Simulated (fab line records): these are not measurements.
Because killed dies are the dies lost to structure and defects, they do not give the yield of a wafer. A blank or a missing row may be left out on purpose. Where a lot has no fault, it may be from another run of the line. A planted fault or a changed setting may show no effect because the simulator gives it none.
Code-filled problem report in 8D (eight disciplines) form -- flow sky130 -- the parts of the form that need people (team, actions taken, sign-off) are left out

1. WHAT IS WRONG
Mean of dose-ions-cm2 at SKY_LDD_N_IMPLANT_10: 8.5e+13 across 6 wafers in 2 lots; on wafers with no fault it is 7.5e+13 (standard deviation 8.4e+10). That is +99 or more standard deviations from the usual mean.
The first sign was on wafer L967.2 at day 24 04:34, on implanter-04. The record holds 39 wafers of 13 lots with a number at this step. Rule for "out" (also "out of limits"): further than 4 standard deviations from the usual mean. The other wafers with a number count as sound.

2. WHAT IT IS, WHAT IT ISN'T
question,is,is not
which readings at this step,"dose-ions-cm2, beam-on-s",-
which lots,"L967, L969","L951, L953, L955, L957, L958, L959, L960, L964, L971, L972, L973"
which wafers of those lots,all that have a number,-
read on which tools,implanter-04,"implanter-01, implanter-03"
when,from day 24 04:34,"up to then (24 sound wafers); but 9 sound wafers of L971, L972, L973 came after"

3. WHAT RULES OUT EACH SUSPECT
Counting: a tool at any process step up to the reading remains a suspect when it ran all the lots that are out and ran no sound lot after the first of those.
- implanter-04 at SKY_LDD_N_IMPLANT_10: kept. It ran every lot that is out, first L967 (day 24 04:34), and no sound lot after that; its last sound lot up to then is L960 (day 21 20:22). Its own readings are out on those wafers: beam-on-s, dose-ions-cm2.
Remaining after the count: implanter-04 at SKY_LDD_N_IMPLANT_10.

4. THE CAUSE (what the simulator had put in)
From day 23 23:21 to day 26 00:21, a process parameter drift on implanter-04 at SKY_LDD_N_IMPLANT_10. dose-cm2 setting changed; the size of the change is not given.
After counting, this tool was the only one left.

5. THE EFFECT CHAIN, in route order
One row per reading whose mean, taken over the struck wafers that have a number, lies over 3 standard deviations from the usual. Only readings whose record carries a usual standard deviation are examined. hours: median over the lots of the time between each lot's start at the first step of this table that gives one and its start at this step. sigmas: the change, counted in usual standard deviations.
hours,step,reading,usual,on struck wafers,change,sigmas
0,SKY_LDD_N_IMPLANT_10,beam-on-s,9.99 s,11.10,+1.11,+5.5
0,SKY_LDD_N_IMPLANT_10,dose-ions-cm2,7.5e+13,8.5e+13,+9.8e+12,+99 or more
Process steps it contains:
- SKY_LDD_N_IMPLANT_10
Later steps that measure or inspect, where all struck wafers having a row at the step show a number for every such reading and not one has moved that far: SKY_SD_N_CD_MEAS_07.

6. WHAT WOULD HAVE CAUGHT IT SOONER
In this record no reading fell out of limits until day 24 04:34, 5 hours after the fault had begun at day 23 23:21.
